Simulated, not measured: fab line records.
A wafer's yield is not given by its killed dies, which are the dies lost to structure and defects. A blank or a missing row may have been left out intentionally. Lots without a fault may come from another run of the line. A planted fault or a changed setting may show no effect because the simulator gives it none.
fab line records	flow sky130
record lots=5	wafers=15	last_day=50
route steps=708 shown METAL4@627 VIA4@639 PAD_OPEN@708
lots untouched by any fault: they come from a run of this same line in which no faults occurred
start_h: hours from the record's first day to the start of the lot's first wafer shown	wait_h: hours since the lot's step before	" as in the row above	L1.1+2: several wafers, shown together as one row	- no value, or no start was given	* or withheld: withheld	< > ~ a bound
route shown NAME@n: names a module that has steps shown in the file, with the first one's number in the route	usual: mean/standard deviation taken from wafers without a fault	same: alike in all rows	chamber/n: place in a boat	sites: per-site readings	_std_site: the values' standard deviation	_edge_site: mean of outer sites minus mean of inner sites	radius_mm: how far each site lies from the wafer's centre	mask NAME#n: copy n	behind: the most recent tool/chamber to have shaped the wafer	hold: reason for holding the lot/hours on hold/outcome of the hold	device: the transistor (n, p or np) that didn't switch	end of line: the route-end tests of the same wafers	for a step that has no rows: nothing shown but its recipe	killed: the dies lost at the first sort to structure and to defects; this is not the yield of the wafer	map: per-die view of a wafer (x killed, . not killed, _ where there is no die)
set.NAME: the setting the step ran with; set.NAME@STEP: the setting that earlier step ran with	model.NAME: the simulator's own value behind a step, which no gauge read
certain route steps with their lots: each step a table, each wafer a row
services: when a tool's chamber went out of use (start_h, in hours from the record's first day, below 0 if earlier), for how many hours, and the reason
## steps
# step SKY_METAL4_PEB_11
# recipe peb_temp_c=withheld	peb_time_s=withheld	resist=KrF-thick
# step SKY_METAL4_DEVELOP_12
# recipe develop_time_s=60	resist=KrF-thick	dev_temp_c=21
# step SKY_METAL4_CD_MEAS_13
# recipe target_cd_nm=300
# usual cd_nm=299.6/1.3
lot.wafer	tool	chamber	start_h	wait_h	cd_nm
L785.1	cd_sem-02	-	998.38	-	303.3
L785.3	"	-	"	"	302.1
L785.5	"	-	"	"	302.0
L786.2	cd_sem-02	-	1008.94	-	300.9
L786.3	"	-	"	"	299.8
L786.4	"	-	"	"	298.2
L798.2	cd_sem-02	-	1082.11	-	297.4
L798.3	"	-	"	"	298.0
L798.4	"	-	"	"	297.1
L805.2	cd_sem-01	-	1116.84	-	300.5
L805.3	"	-	"	"	300.1
L805.6	"	-	"	"	300.0
L804.1	cd_sem-02	-	1120.74	-	300.7
L804.5	"	-	"	"	302.6
L804.6	"	-	"	"	299.3
# step SKY_METAL4_OVL_MEAS_14
# usual METAL4_OVL=6/4.9
lot.wafer	tool	chamber	start_h	wait_h	METAL4_OVL[nm]
L785.1	overlay-02	-	998.50	0.1	1
L785.3	"	-	"	"	5
L785.5	"	-	"	"	8
L786.2	overlay-02	-	1009.05	0.1	1
L786.3	"	-	"	"	2
L786.4	"	-	"	"	-1
L798.2	overlay-01	-	1082.22	0.1	10
L798.3	"	-	"	"	2
L798.4	"	-	"	"	3
L805.2	overlay-01	-	1116.95	0.1	5
L805.3	"	-	"	"	-3
L805.6	"	-	"	"	0
L804.1	overlay-02	-	1120.86	0.1	3
L804.5	"	-	"	"	7
L804.6	"	-	"	"	7
# step SKY_METAL4_DESCUM_15
# recipe chemistry=O2	source_power_w=150	bias_power_w=0	pressure_mtorr=10	temp_c=40	time_s=8
# step SKY_METAL4_ETCH_16
# recipe chemistry=N2/H2	target=BARC	ion_energy_ev=200	bias_w=100	pressure_mtorr=30	n2_flow_sccm=100	h2_flow_sccm=200	icp_w=500	stop_on=SiO2	time_s=88.2	target_depth_a=600
# usual drypump_motor_current_A=5.6/0.52	h2_flow_sccm=199.9/0.61	oes_product_au=0.626/0.0045	throttle_valve_pct=13.205/0.0088
lot.wafer	tool	chamber	start_h	wait_h	drypump_motor_current_A	h2_flow_sccm	oes_product_au	rf_hours_counter_h	throttle_valve_pct
L785.1	rie_metal-04	0	998.57	0.0	5.8	200.5	0.625	15	13.218
L785.3	"	1	"	"	5.0	198.3	0.618	-	13.222
L785.5	"	0	"	"	5.8	200.2	0.630	-	13.204
L786.2	rie_metal-04	1	1009.11	0.0	5.0	199.6	0.624	14	13.194
L786.3	"	0	"	"	5.9	199.0	0.628	-	13.190
L786.4	"	1	"	"	4.9	200.5	0.621	-	13.215
L798.2	rie_metal-03	1	1082.28	0.0	6.2	200.9	0.627	16	13.201
L798.3	"	1	"	"	6.2	199.8	0.629	-	13.188
L798.4	"	0	"	"	5.3	200.0	0.631	-	13.213
L805.2	rie_metal-01	1	1117.01	0.0	6.4	199.3	0.624	12	13.211
L805.3	"	0	"	"	5.3	199.5	0.626	-	13.207
L805.6	"	0	"	"	5.3	199.8	0.629	-	13.215
L804.1	rie_metal-04	0	1120.93	0.0	5.9	200.0	0.624	22	13.198
L804.5	"	1	"	"	5.0	199.6	0.624	-	13.201
L804.6	"	0	"	"	5.8	199.8	0.630	-	13.202
# step SKY_METAL4_ETCH_17
# recipe target=SiO2	stop_on=TiN	chemistry=C4F8/O2/Ar	source_w=1500	bias_w=1200	pressure_mtorr=40	c4f8_flow_sccm=withheld	O2_flow_sccm=6	Ar_flow_sccm=300	time_s=3.9	target_depth_a=150
# usual oes_product_au=0.754/0.0071
lot.wafer	tool	chamber	start_h	wait_h	oes_product_au	rf_hours_counter_h
L785.1	rie_diel-04	2	998.67	0.1	0.749	12
L785.3	"	3	"	"	0.760	25
L785.5	"	2	"	"	0.766	-
L786.2	rie_diel-01	2	1009.21	0.1	0.746	2
L786.3	"	0	"	"	0.753	9
L786.4	"	1	"	"	0.753	12
L798.2	rie_diel-01	3	1082.38	0.1	0.757	10
L798.3	"	2	"	"	0.739	4
L798.4	"	3	"	"	0.751	-
L805.2	rie_diel-01	2	1117.11	0.1	0.751	6
L805.3	"	3	"	"	0.742	12
L805.6	"	0	"	"	0.740	-
L804.1	rie_diel-02	3	1121.03	0.1	0.756	17
L804.5	"	2	"	"	0.751	-
L804.6	"	3	"	"	0.759	-
# step SKY_METAL4_METAL_ETCH_18
# recipe target_depth_a=8450	stop_on=SiO2	over_etch_frac=0.3	time_s=183.1	chemistry=Cl2/BCl3	resist_sidewall_deg=88	pressure_mtorr=10	icp_w=900	bias_w=48.5	Cl2_flow_sccm=60	bcl3_flow_sccm=30
# usual drypump_motor_current_A=5.7/0.5	oes_product_au=0.864/0.0052	throttle_valve_pct=22.266/0.0088
lot.wafer	tool	chamber	start_h	wait_h	drypump_motor_current_A	oes_product_au	rf_hours_counter_h	throttle_valve_pct
L785.1	rie_metal-01	0	998.69	0.0	5.3	0.857	8	22.271
L785.3	"	0	"	"	5.2	0.860	-	22.268
L785.5	"	0	"	"	5.3	0.857	-	22.279
L786.2	rie_metal-01	0	1009.23	0.0	5.2	0.859	9	22.257
L786.3	"	1	"	"	6.4	0.867	-	22.263
L786.4	"	0	"	"	5.2	0.865	-	22.267
L798.2	rie_metal-01	1	1082.40	0.0	6.4	0.876	10	22.262
L798.3	"	0	"	"	5.2	0.869	-	22.284
L798.4	"	1	"	"	6.4	0.865	-	22.265
L805.2	rie_metal-03	0	1117.13	0.0	5.3	0.873	23	22.262
L805.3	"	1	"	"	6.2	0.869	-	22.272
L805.6	"	1	"	"	6.2	0.854	-	22.267
L804.1	rie_metal-03	0	1121.05	0.0	5.3	0.870	23	22.269
L804.5	"	0	"	"	5.3	0.871	-	22.243
L804.6	"	1	"	"	6.2	0.867	-	22.270
# step SKY_METAL4_STRIP_19
# recipe chemistry=O2/N2	power_w=1400	pressure_mtorr=1500	platen_temp_c=withheld	o2_flow_sccm=3000	n2_flow_sccm=300	overash_fraction=0.5
# usual drypump_motor_current_A=6.06/0.26	o2_flow_sccm=3002/8.3	oes_product_au=0.503/0.0067	strip_time_to_endpoint_s=6.56/0.1
# same overash_fraction=0.5
lot.wafer	tool	chamber	start_h	wait_h	drypump_motor_current_A	o2_flow_sccm	oes_product_au	rf_hours_counter_h	strip_time_to_endpoint_s
L785.1	plasma_asher-01	1	998.87	0.1	6.03	2999	0.504	26	6.66
L785.3	"	1	"	"	6.03	3006	0.513	-	6.73
L785.5	"	0	"	"	5.60	2995	0.508	-	6.64
L786.2	plasma_asher-03	0	1009.40	0.1	6.42	3004	0.517	116	6.70
L786.3	"	1	"	"	6.02	2994	0.507	-	6.57
L786.4	"	0	"	"	6.47	2990	0.504	-	6.66
L798.2	plasma_asher-03	0	1082.57	0.1	6.41	2993	0.502	1	6.66
L798.3	"	0	"	"	6.43	2999	0.503	-	6.72
L798.4	"	1	"	"	6.01	3008	0.503	-	6.63
L805.2	plasma_asher-04	0	1117.31	0.1	6.22	3020	0.489	70	6.39
L805.3	"	0	"	"	6.23	3000	0.499	-	6.53
L805.6	"	0	"	"	6.24	3005	0.499	-	6.57
L804.1	plasma_asher-01	1	1121.22	0.1	6.07	2989	0.490	39	6.29
L804.5	"	1	"	"	6.03	3005	0.492	-	6.35
L804.6	"	0	"	"	5.60	2996	0.492	-	6.53
# step SKY_METAL4_STRIP_20
# recipe chemistry=post_etch_residue_remover	time_s=1200	temp_c=72.5
# step SKY_METAL4_CLEAN_21
# recipe chemistry=IPA	time_s=180	temp_c=25
# step SKY_METAL4_CLEAN_22
# recipe chemistry=O3/DIW	dry=n2_spin
# step SKY_VIA4_HDPCVD_00
# recipe material=SiO2	target_thk_nm=1750	sigma_open_frac=0.3	time_s=291.7	temp_c=400	sih4_flow_sccm=60	pressure_mtorr=6
# usual sih4_flow_sccm=59.99/0.16
lot.wafer	tool	chamber	start_h	wait_h	sih4_flow_sccm	model.SiO2_of_VIA4_HDPCVD_00.thk_nm
L785.1	hdpcvd-02	0	999.46	0.0	60.13	1762
L785.3	"	1	"	"	60.07	1794
L785.5	"	2	"	"	60.02	1760
L786.2	hdpcvd-02	0	1010.00	0.0	60.02	1741
L786.3	"	2	"	"	59.83	1764
L786.4	"	2	"	"	59.80	1740
L798.2	hdpcvd-02	2	1083.17	0.0	59.78	2445
L798.3	"	0	"	"	60.17	1774
L798.4	"	1	"	"	59.91	1753
L805.2	hdpcvd-01	1	1117.90	0.0	59.82	1745
L805.3	"	0	"	"	59.91	1794
L805.6	"	2	"	"	60.01	1746
L804.1	hdpcvd-01	1	1123.13	0.0	60.08	1749
L804.5	"	1	"	"	60.08	1752
L804.6	"	2	"	"	60.17	1726
# step SKY_VIA4_THK_MEAS_01
# recipe reads=SiO2_of_VIA4_HDPCVD_00
# usual VIA4_HDPCVD_THK=1750/16
lot.wafer	tool	chamber	start_h	wait_h	VIA4_HDPCVD_THK[nm]
L785.1	film_metro-01	-	999.64	0.1	1762
L785.3	"	-	"	"	1793
L785.5	"	-	"	"	1760
L786.2	film_metro-04	-	1010.18	0.1	1742
L786.3	"	-	"	"	1763
L786.4	"	-	"	"	1740
L798.2	film_metro-01	-	1083.35	0.1	2445
L798.3	"	-	"	"	1775
L798.4	"	-	"	"	1754
L805.2	film_metro-03	-	1118.09	0.1	1744
L805.3	"	-	"	"	1795
L805.6	"	-	"	"	1746
L804.1	film_metro-01	-	1123.30	0.1	1749
L804.5	"	-	"	"	1752
L804.6	"	-	"	"	1725
# step SKY_VIA4_CMP_02
# recipe material=SiO2	down_force_psi=4	platen_rpm=60	pad_velocity_m_s=0.94248
# usual motor_current_A=12.2/0.82
lot.wafer	tool	chamber	start_h	wait_h	motor_current_A
L785.3	cmp-01	1	999.70	0.0	12.4
L785.1	"	0	"	"	13.6
L785.5	"	1	"	"	12.2
L786.3	cmp-02	1	1010.23	0.0	12.7
L786.4	"	2	"	"	11.9
L786.2	"	0	"	"	11.9
L798.4	cmp-01	0	1083.40	0.0	13.7
L798.3	"	1	"	"	11.9
L798.2	"	2	"	"	11.4
L805.2	cmp-01	1	1118.24	0.1	11.8
L805.3	"	2	"	"	11.9
L805.6	"	0	"	"	14.5
L804.1	cmp-02	3	1123.81	0.5	12.3
L804.6	"	1	"	"	12.2
L804.5	"	2	"	"	12.5
# step SKY_PAD_OPEN_PROBE_99
# usual defect_limited_yield=82.4/1.8	killed_at_M0_to_M3=44/7	killed_at_M4_up=3.2/2	killed_at_contacts=25/5.3	killed_at_front_end=15/4.3	killed_at_other=0.3/0.54	killed_dies=86/8.7	killed_open=47/6.4	killed_short=39/5.6	sort_bin_3_pad_short=0.9/0.43	sort_bin_5_function=10.4/1.4	sort_bin_6_memory=6.3/1.2	sort_n_pass=406/8.7	sort_yield_pct=82.4/1.8
# same gross_dies=492	killed_at_back_side=0	sort_bin_4_leakage[%]=0	sort_bin_8_speed[%]=0
lot.wafer	tool	chamber	start_h	wait_h	defect_limited_yield[%]	killed_at_M0_to_M3	killed_at_M4_up	killed_at_contacts	killed_at_front_end	killed_at_other	killed_dies	killed_open	killed_short	sort_bin_3_pad_short[%]	sort_bin_5_function[%]	sort_bin_6_memory[%]	sort_n_pass	sort_yield_pct[%]
L785.1	prober-02	-	1091.21	0.1	81.7	37	3	36	13	1	90	46	43	0.6	11.2	6.5	402	81.7
L785.3	prober-02	-	1091.31	0.2	82.7	43	6	22	13	1	85	43	41	0.8	10.6	5.9	407	82.7
L785.5	prober-02	-	1091.41	0.2	81.7	38	4	35	13	0	90	47	43	0.6	11.0	6.7	402	81.7
L786.2	prober-01	-	1102.34	0.1	82.1	34	4	27	23	0	88	50	37	0.6	10.6	6.7	404	82.1
L786.3	prober-01	-	1102.39	0.2	82.9	44	1	24	15	0	84	46	37	0.4	10.6	6.1	408	82.9
L786.4	prober-01	-	1102.44	0.2	83.7	33	1	27	19	0	80	44	36	1.0	10.4	4.9	412	83.7
L798.2	prober-02	-	1164.37	0.1	83.7	43	3	25	9	0	80	39	41	0.6	8.9	6.7	412	83.7
L798.3	prober-02	-	1164.42	0.2	80.1	61	6	18	13	0	98	51	47	1.0	12.8	6.1	394	80.1
L798.4	prober-02	-	1164.47	0.2	81.5	56	0	21	14	0	91	52	39	0.4	11.2	6.9	401	81.5
L805.2	prober-01	-	1193.59	0.1	81.1	48	4	30	11	0	93	58	35	0.2	12.8	5.9	399	81.1
L805.3	prober-01	-	1193.64	0.2	80.3	48	3	35	11	0	97	58	39	0.6	11.6	7.5	395	80.3
L805.6	prober-01	-	1193.79	0.2	79.9	56	5	19	19	0	99	52	47	1.0	9.6	9.6	393	79.9
L804.1	prober-02	-	1198.36	0.1	82.5	42	3	27	14	0	86	44	42	0.8	9.8	6.9	406	82.5
L804.5	prober-02	-	1198.56	0.2	83.9	37	2	21	19	0	79	34	45	1.0	9.8	5.3	413	83.9
L804.6	prober-02	-	1198.61	0.2	80.7	33	3	40	19	0	95	53	42	0.6	10.8	7.9	397	80.7
# killed by level:class
L785.1 LI_CONTACT:geometric_particle:open=11 VIA1:geometric_particle:open=9 CONTACT:geometric_particle:short=9 CONTACT:geometric_particle:open=8 METAL2:geometric_particle:short=7 VIA3:geometric_particle:open=6 VIA2:geometric_particle:open=5 FIELD_ISO:geometric_particle:short=4
L785.3 VIA1:geometric_particle:open=11 LI_CONTACT:geometric_particle:open=7 VIA2:geometric_particle:open=6 CONTACT:geometric_particle:open=6 FIELD_ISO:geometric_particle:short=5 LOCAL_INTERCONNECT:geometric_particle:short=5 VIA3:geometric_particle:open=5 VIA1:geometric_particle:short=5
L785.5 LOCAL_INTERCONNECT:geometric_particle:short=11 LI_CONTACT:geometric_particle:open=9 CONTACT:geometric_particle:open=9 METAL2:geometric_particle:short=8 FIELD_ISO:geometric_particle:open=4 METAL1:geometric_particle:open=4 VIA1:geometric_particle:open=4 METAL2:geometric_particle:open=4
L786.2 VIA1:geometric_particle:open=11 CONTACT:geometric_particle:open=9 POLY_GATE:geometric_particle:open=7 CONTACT:geometric_particle:short=7 FIELD_ISO:geometric_particle:short=6 FIELD_ISO:geometric_particle:open=5 LI_CONTACT:geometric_particle:open=5 VIA3:geometric_particle:open=4
L786.3 METAL1:geometric_particle:short=11 CONTACT:geometric_particle:open=10 VIA1:geometric_particle:open=7 VIA3:geometric_particle:open=7 METAL2:geometric_particle:short=6 LI_CONTACT:geometric_particle:open=6 FIELD_ISO:geometric_particle:open=5 LOCAL_INTERCONNECT:geometric_particle:short=4
L786.4 CONTACT:geometric_particle:open=11 FIELD_ISO:geometric_particle:open=9 FIELD_ISO:geometric_particle:short=7 LI_CONTACT:geometric_particle:open=6 METAL2:geometric_particle:short=6 VIA1:geometric_particle:open=5 METAL3:geometric_particle:short=5 VIA3:geometric_particle:open=5
L798.2 VIA1:geometric_particle:open=9 VIA2:geometric_particle:open=7 CONTACT:geometric_particle:open=6 LI_CONTACT:geometric_particle:open=5 LI_CONTACT:geometric_particle:short=5 CONTACT:geometric_particle:short=5 VIA1:geometric_particle:short=5 VIA3:geometric_particle:open=5
L798.3 METAL1:geometric_particle:short=14 CONTACT:geometric_particle:open=8 VIA1:geometric_particle:open=8 VIA1:geometric_particle:short=7 VIA2:geometric_particle:open=7 METAL1:geometric_particle:open=6 VIA3:geometric_particle:open=6 METAL4:geometric_particle:short=5
L798.4 VIA1:geometric_particle:open=18 METAL1:geometric_particle:short=8 CONTACT:geometric_particle:open=7 VIA1:geometric_particle:short=7 LI_CONTACT:geometric_particle:open=6 METAL2:geometric_particle:short=6 POLY_GATE:geometric_particle:open=5 METAL1:geometric_particle:open=5
L805.2 CONTACT:geometric_particle:open=14 VIA1:geometric_particle:open=12 VIA2:geometric_particle:open=11 LI_CONTACT:geometric_particle:open=8 METAL2:geometric_particle:short=7 VIA3:geometric_particle:open=5 CONTACT:geometric_particle:short=5 METAL4:geometric_particle:short=3
L805.3 CONTACT:geometric_particle:open=16 VIA1:geometric_particle:open=10 LI_CONTACT:geometric_particle:open=8 CONTACT:geometric_particle:short=7 METAL1:geometric_particle:short=7 METAL2:geometric_particle:short=7 VIA2:geometric_particle:open=7 VIA3:geometric_particle:open=6
L805.6 VIA1:geometric_particle:open=11 VIA1:geometric_particle:short=10 VIA2:geometric_particle:open=9 FIELD_ISO:geometric_particle:open=7 LI_CONTACT:geometric_particle:open=7 CONTACT:geometric_particle:open=7 VIA3:geometric_particle:open=6 FIELD_ISO:geometric_particle:short=5
L804.1 CONTACT:geometric_particle:open=11 VIA1:geometric_particle:open=9 FIELD_ISO:geometric_particle:open=6 VIA1:geometric_particle:short=6 METAL2:geometric_particle:short=6 LI_CONTACT:geometric_particle:open=5 SPACER:geometric_particle:short=4 LI_CONTACT:geometric_particle:short=4
L804.5 CONTACT:geometric_particle:short=10 VIA1:geometric_particle:open=8 VIA2:geometric_particle:open=6 VIA1:geometric_particle:short=6 VIA3:geometric_particle:open=6 FIELD_ISO:geometric_particle:short=5 POLY_GATE:geometric_particle:short=5 LI_CONTACT:geometric_particle:open=5
L804.6 CONTACT:geometric_particle:open=15 CONTACT:geometric_particle:short=13 VIA1:geometric_particle:open=8 FIELD_ISO:geometric_particle:open=6 VIA2:geometric_particle:open=6 LI_CONTACT:geometric_particle:open=5 POLY_GATE:geometric_particle:open=4 LI_CONTACT:geometric_particle:short=4
## services
tool	chamber	start_h	hours	kind
hdpcvd-01	-	985.57	2.8	pm
plasma_asher-03	-	994.45	14.6	pm
rie_diel-01	2	1004.57	3.7	repair
hdpcvd-01	-	1004.88	0.8	repair
cmp-02	-	1016.71	0.7	repair
cmp-02	-	1019.20	2.6	repair
cmp-02	-	1030.24	1.6	repair
rie_metal-04	-	1035.26	28.1	pm
hdpcvd-02	-	1040.26	2.8	pm
rie_diel-01	0	1041.99	4.0	repair
rie_diel-01	2	1051.04	10.5	repair
plasma_asher-03	-	1051.14	12.1	repair
hdpcvd-01	1	1053.84	5.9	repair
rie_diel-01	0	1061.35	33.1	repair
plasma_asher-03	-	1063.28	9.0	pm
rie_metal-01	-	1070.72	2.3	repair
plasma_asher-01	-	1074.77	9.7	repair
cmp-02	-	1084.00	4.0	pm
rie_diel-01	1	1088.45	13.4	repair
rie_metal-01	-	1093.64	2.8	pm
plasma_asher-01	-	1097.23	0.4	repair
hdpcvd-02	0	1098.61	6.5	repair
cmp-01	-	1102.38	0.6	repair
hdpcvd-01	-	1114.48	3.1	repair
## key
first_sign step=SKY_VIA4_THK_MEAS_01	reading=VIA4_HDPCVD_THK	direction=up	sigmas=42	usual=1750	struck=2445
effect none on later readings
model_effect step=SKY_VIA4_HDPCVD_00	value=SiO2_of_VIA4_HDPCVD_00.thk_nm	without=1748	struck=2445
met_at SKY_VIA4_HDPCVD_00
struck_wafers L798.2
onset_between 1010.00 1083.17
fault kind=process_parameter_drift	tool=hdpcvd-02	chamber=2	onset_h=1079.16	steps=SKY_VIA4_HDPCVD_00	channel=target_thk_nm	offset=697.2	shape=step	end_h=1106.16	acts_in=these_recipes_only	stated=1750
